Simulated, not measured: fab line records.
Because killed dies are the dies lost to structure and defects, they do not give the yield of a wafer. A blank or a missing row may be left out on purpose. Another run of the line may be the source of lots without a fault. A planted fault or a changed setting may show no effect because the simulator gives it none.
Which tool is to blame? :: flow sky130 :: 14 lots with 42 wafers sampled at 3 steps, on a route of 708 steps

## WHAT EACH GAUGE READ, for each wafer
SKY_CAP2M_THK_MEAS_01.
lot: L998
measured: day 39 19:19
on: film metro-01
CAP2M_CVD_00_THK (nm): 15.59 15.58 15.62

lot: L999
measured: day 40 11:49
on: film metro-03
CAP2M_CVD_00_THK (nm): 15.34 15.37 15.52

lot: L100
measured: day 40 22:20
on: film metro-02
CAP2M_CVD_00_THK (nm): 15.52 15.45 15.37

lot: L101
measured: day 41 04:53
on: film metro-01
CAP2M_CVD_00_THK (nm): 15.20 15.10 15.34

lot: L102
measured: day 41 11:56
on: film metro-03
CAP2M_CVD_00_THK (nm): 15.50 15.63 15.49

lot: L103
measured: day 41 19:06
on: film metro-03
CAP2M_CVD_00_THK (nm): 15.40 15.43 15.50

lot: L106
measured: day 42 17:47
on: film metro-03
CAP2M_CVD_00_THK (nm): 15.52 15.37 15.47

lot: L107
measured: day 42 21:39
on: film metro-03
CAP2M_CVD_00_THK (nm): 15.45 15.25 15.36

lot: L108
measured: day 43 04:22
on: film metro-02
CAP2M_CVD_00_THK (nm): 15.34 15.33 15.68

lot: L110
measured: day 43 17:40
on: film metro-02
CAP2M_CVD_00_THK (nm): 15.22 15.52 15.53

lot: L118
measured: day 45 16:22
on: film metro-01
CAP2M_CVD_00_THK (nm): 15.18 15.31 15.08

lot: L117
measured: day 45 20:32
on: film metro-01
CAP2M_CVD_00_THK (nm): 15.39 15.50 15.63

lot: L120
measured: day 46 02:08
on: film metro-01
CAP2M_CVD_00_THK (nm): 15.32 15.59 15.55

lot: L119
measured: day 46 03:28
on: film metro-03
CAP2M_CVD_00_THK (nm): 15.58 15.88 15.69

SKY_METAL4_OVL_MEAS_14.
lot: L998
measured: day 41 20:25
on: overlay-01
METAL4_OVL (nm): -9 0 0

lot: L999
measured: day 42 12:17
on: overlay-01
METAL4_OVL (nm): -3 4 -1

lot: L100
measured: day 42 22:43
on: overlay-02
METAL4_OVL (nm): 10 -3 1

lot: L101
measured: day 43 02:26
on: overlay-02
METAL4_OVL (nm): -1 4 -7

lot: L102
measured: day 43 11:36
on: overlay-01
METAL4_OVL (nm): 6 -3 0

lot: L103
measured: day 43 18:04
on: overlay-02
METAL4_OVL (nm): -7 -3 -4

lot: L106
measured: day 44 14:28
on: overlay-01
METAL4_OVL (nm): 2 -10 3

lot: L107
measured: day 44 19:28
on: overlay-01
METAL4_OVL (nm): -1 -3 2

lot: L108
measured: day 45 00:40
on: overlay-02
METAL4_OVL (nm): 11 1 -1

lot: L110
measured: day 45 14:13
on: overlay-02
METAL4_OVL (nm): -14 -15 -3

lot: L118
measured: day 47 10:08
on: overlay-01
METAL4_OVL (nm): -13 -12 -15

lot: L117
measured: day 47 15:05
on: overlay-02
METAL4_OVL (nm): - - -

lot: L120
measured: day 47 19:06
on: overlay-01
METAL4_OVL (nm): -1 -2 0

lot: L119
measured: day 47 20:53
on: overlay-01
METAL4_OVL (nm): - - -

## EACH LOT AND THE TOOL THAT RAN IT (in order: tool; ch and the chambers of the sampled wafers; start)
lot: L998
SKY_METAL4_EXPOSE_10: krf scanner-01 ch 0, day 41 08:44

lot: L999
SKY_METAL4_EXPOSE_10: krf scanner-02 ch 0, day 42 00:58

lot: L100
SKY_METAL4_EXPOSE_10: krf scanner-01 ch 0, day 42 11:02

lot: L101
SKY_METAL4_EXPOSE_10: krf scanner-02 ch 0, day 42 14:53

lot: L102
SKY_METAL4_EXPOSE_10: krf scanner-02 ch 0, day 43 00:32

lot: L103
SKY_METAL4_EXPOSE_10: krf scanner-02 ch 0, day 43 06:54

lot: L106
SKY_METAL4_EXPOSE_10: krf scanner-01 ch 0, day 44 03:46

lot: L107
SKY_METAL4_EXPOSE_10: krf scanner-02 ch 0, day 44 08:45

lot: L108
SKY_METAL4_EXPOSE_10: krf scanner-01 ch 0, day 44 13:52

lot: L110
SKY_METAL4_EXPOSE_10: krf scanner-02 ch 0, day 45 03:17

lot: L118
SKY_METAL4_EXPOSE_10: krf scanner-01 ch 0, day 47 00:02

lot: L117
SKY_METAL4_EXPOSE_10: krf scanner-02, day 47 04:56

lot: L120
SKY_METAL4_EXPOSE_10: krf scanner-01 ch 0, day 47 09:01

lot: L119
SKY_METAL4_EXPOSE_10: krf scanner-01, day 47 11:04
- SKY_METAL4_EXPOSE_10: exposes mask MM4, target cd 300 nm.

## AS READ BY THE TOOLS THEMSELVES (means over the sampled wafers that have a number; for cases with no such wafer, the mark the record gives instead)
SKY_METAL4_EXPOSE_10.
lot: L998
tool: krf scanner-01
exposure dose mJ cm2: 27.974
focus offset nm (nm): 0.2

lot: L999
tool: krf scanner-02
exposure dose mJ cm2: 27.979
focus offset nm (nm): 0.2

lot: L100
tool: krf scanner-01
exposure dose mJ cm2: 28.001
focus offset nm (nm): -0.5

lot: L101
tool: krf scanner-02
exposure dose mJ cm2: 27.956
focus offset nm (nm): 0.3

lot: L102
tool: krf scanner-02
exposure dose mJ cm2: 27.970
focus offset nm (nm): 0.8

lot: L103
tool: krf scanner-02
exposure dose mJ cm2: 27.958
focus offset nm (nm): -0.9

lot: L106
tool: krf scanner-01
exposure dose mJ cm2: 27.987
focus offset nm (nm): 0.6

lot: L107
tool: krf scanner-02
exposure dose mJ cm2: 27.952
focus offset nm (nm): 0.4

lot: L108
tool: krf scanner-01
exposure dose mJ cm2: 27.988
focus offset nm (nm): -0.4

lot: L110
tool: krf scanner-02
exposure dose mJ cm2: 27.966
focus offset nm (nm): -0.3

lot: L118
tool: krf scanner-01
exposure dose mJ cm2: 27.961
focus offset nm (nm): -0.7

lot: L117
tool: krf scanner-02
exposure dose mJ cm2: -
focus offset nm (nm): -

lot: L120
tool: krf scanner-01
exposure dose mJ cm2: 27.987
focus offset nm (nm): 0.0

lot: L119
tool: krf scanner-01
exposure dose mJ cm2: -
focus offset nm (nm): -

## THE ANSWER, worked out from the rows above alone
Rule: the lots themselves supply what counts as usual. The widest of any qualifying gaps counts: lots, ordered by their means at a reading, are off when they make up no more than a third of the lots, leave a main group of 4 or more, and stand apart from it by 3 or more times the standard deviation of that group's means. The tables above print the reading to a certain number of digits; a main group whose means all agree to those digits is not used. A lot without any number at a reading at which 4 lots or more have one is off too. All remaining lots with rows at the step are treated as sound. After the gauges, taken in route order, come the tools' own readings; for these a lot's mean is taken, as printed above. At the first step where some lot is off, the reading lying furthest off is the one used; lots without a number count as furthest.
Off: L117, L119, at SKY_METAL4_OVL_MEAS_14 (METAL4_OVL). Without a number there: L117, L119. The main group has a mean of -2 nm with a standard deviation of 4.8.
If a tool, at a process step before that reading, ran all the lots that are off and no sound lot after the first of them, it fits. The gauges at SKY_METAL4_OVL_MEAS_14 aren't tried: what is off there is off at SKY_METAL4_EXPOSE_10 too, on other tools, and a gauge's error can't cause that. No candidate that was tried fits.

## WHAT HAD BEEN PUT IN BY THE SIMULATOR
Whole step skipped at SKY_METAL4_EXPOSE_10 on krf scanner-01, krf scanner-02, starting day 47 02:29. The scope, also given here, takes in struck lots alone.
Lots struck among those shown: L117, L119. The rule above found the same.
